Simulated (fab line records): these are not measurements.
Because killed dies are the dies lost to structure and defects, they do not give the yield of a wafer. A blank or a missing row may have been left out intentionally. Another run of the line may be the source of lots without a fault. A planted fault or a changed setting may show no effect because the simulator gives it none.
Which of the tools did it? | flow sky130 | 7 lots with 21 wafers sampled at 3 steps, on a route of 708 steps

## WHAT THE GAUGES READ, wafer by wafer
SKY_CONTACT_RS_MEAS_25: measurement is done with a four-point probe.
lot  | measured     | on            | CONTACT_W_RS (ohm/sq)
L259 | day 32 01:56 | film metro-01 | 0.332 0.336 0.339
L260 | day 32 12:15 | film metro-01 | 0.343 0.348 0.339
L263 | day 33 22:58 | film metro-01 | 0.332 0.335 0.344
L274 | day 37 01:32 | film metro-01 | 0.350 0.344 0.350
L276 | day 38 04:27 | film metro-04 | 0.342 0.338 0.338
L279 | day 39 02:23 | film metro-02 | 0.343 0.341 0.345

## WHAT TOOL EACH LOT RAN ON (gives the tool, then ch and the chambers of the sampled wafers, and finally the start)
lot  | SKY_POLY_GATE_ETCH_17            | SKY_POLY_GATE_STRIP_18
L259 | rie si-01 ch 0,1,2, day 16 23:23 | plasma asher-04 ch 0, day 16 23:26
L260 | rie si-02 ch 0,3, day 17 13:29   | plasma asher-02 ch 0,1, day 17 13:33
L263 | rie si-01 ch 2,3, day 19 00:23   | plasma asher-04 ch 0,1, day 19 00:27
L265 | rie si-01 ch 2,3, day 19 13:56   | plasma asher-02 ch 0,1, day 19 14:01
L274 | rie si-01 ch 0,2, day 22 20:44   | plasma asher-02 ch 1, day 22 20:47
L276 | rie si-01 ch 0,2,3, day 24 00:05 | plasma asher-03 ch 0,1, day 24 00:08
L279 | rie si-02 ch 0,3, day 24 20:32   | plasma asher-04 ch 0, day 24 20:35
- SKY_POLY_GATE_ETCH_17: etches poly-Si in HBr/Cl2, stops on SiO2, target depth 180 nm, time 70.5 s.
- SKY_POLY_GATE_STRIP_18: strips in O2/N2.

## THE ANSWER, worked out from the rows above alone
Rule: usual is defined by the lots themselves. The widest of any qualifying gaps counts: lots, ordered by their means at a reading, are off when they make up no more than a third of the lots, leave a main group of 4 or more, and stand apart from it by 3 or more times the standard deviation of that group's means. The tables above print the reading to a certain number of digits; a main group whose means all agree to those digits is not used. Also off: a lot with no number at a reading for which 4 or more lots have one. All remaining lots with rows at the step are treated as sound.
Nothing can be told from this: no lot is off at any reading shown.

## WHAT THE SIMULATOR HAD INSERTED
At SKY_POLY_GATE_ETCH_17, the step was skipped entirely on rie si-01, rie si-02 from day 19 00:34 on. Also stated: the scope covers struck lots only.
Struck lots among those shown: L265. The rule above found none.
